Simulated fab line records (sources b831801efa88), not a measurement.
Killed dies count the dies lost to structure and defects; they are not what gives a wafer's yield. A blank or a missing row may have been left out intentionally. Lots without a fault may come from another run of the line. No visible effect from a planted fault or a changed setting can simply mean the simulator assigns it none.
Matching of chambers :: flow sky130 :: rie diel-03 running SKY_LI_CONTACT_ETCH_15: 4 sister chambers
The step etches PSG in C4F8/O2/Ar, stops on Si, target depth 600 nm. 16 wafers are shown with their chamber, then 8 later ones without.

WAFERS PAIRED WITH THEIR CHAMBERS
wafer: L075.2
chamber: 1
oes product au (a.u.): 0.834

wafer: L075.3
chamber: 3
oes product au (a.u.): 0.836

wafer: L075.6
chamber: 1
oes product au (a.u.): 0.835

wafer: L078.2
chamber: 1
oes product au (a.u.): 0.841

wafer: L078.3
chamber: 2
oes product au (a.u.): 0.839

wafer: L078.4
chamber: 3
oes product au (a.u.): 0.829

wafer: L085.2
chamber: 3
oes product au (a.u.): 0.831

wafer: L085.4
chamber: 2
oes product au (a.u.): 0.840

wafer: L085.5
chamber: 1
oes product au (a.u.): 0.835

wafer: L086.1
chamber: 2
oes product au (a.u.): 0.835

wafer: L086.2
chamber: 0
oes product au (a.u.): 0.843

wafer: L086.6
chamber: 0
oes product au (a.u.): 0.839

wafer: L088.1
chamber: 0
oes product au (a.u.): 0.834

wafer: L088.3
chamber: 3
oes product au (a.u.): 0.846

wafer: L088.6
chamber: 2
oes product au (a.u.): 0.846

wafer: L090.1
chamber: 3
oes product au (a.u.): 0.840

SIGNATURES (means of the wafers above)
reading: oes product au
chamber 0: 0.83867
chamber 1: 0.83625
chamber 2: 0.84000
chamber 3: 0.83640
scatter within a chamber: 0.00519
Rule: a wafer's distance from a chamber is the root of the sum, over the readings, of the square of ((its reading less the chamber's mean) divided by the reading's scatter). The wafer belongs to the nearest chamber; if the next one is less than 2 further off, it can't be placed. The scatter: take each reading less its chamber's mean, square it, sum over the shown wafers, divide by the number of wafers less the number of chambers, and take the root.

WAFERS WITH NO CHAMBER GIVEN
wafer: L090.2
oes product au (a.u.): 0.840

wafer: L090.6
oes product au (a.u.): 0.840

wafer: L091.1
oes product au (a.u.): 0.844

wafer: L091.4
oes product au (a.u.): 0.839

wafer: L091.5
oes product au (a.u.): 0.833

wafer: L094.1
oes product au (a.u.): 0.834

wafer: L094.2
oes product au (a.u.): 0.833

wafer: L094.6
oes product au (a.u.): 0.843

CHAMBER TAKEN BY EACH
wafer: L090.2
from the rows above: can't be placed: 2 or 0 or 3 or 1
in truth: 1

wafer: L090.6
from the rows above: can't be placed: 2 or 0 or 3 or 1
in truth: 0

wafer: L091.1
from the rows above: can't be placed: 2 or 0 or 3 or 1
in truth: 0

wafer: L091.4
from the rows above: can't be placed: 0 or 2 or 3 or 1
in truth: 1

wafer: L091.5
from the rows above: can't be placed: 1 or 3 or 0 or 2
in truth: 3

wafer: L094.1
from the rows above: can't be placed: 1 or 3 or 0 or 2
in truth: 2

wafer: L094.2
from the rows above: can't be placed: 1 or 3 or 0 or 2
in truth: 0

wafer: L094.6
from the rows above: can't be placed: 2 or 0 or 3 or 1
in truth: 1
Correct placement for 0 of the 8. Not placeable from these rows: 8 (in 8, the candidates include the true chamber). Placed wrongly: 0.
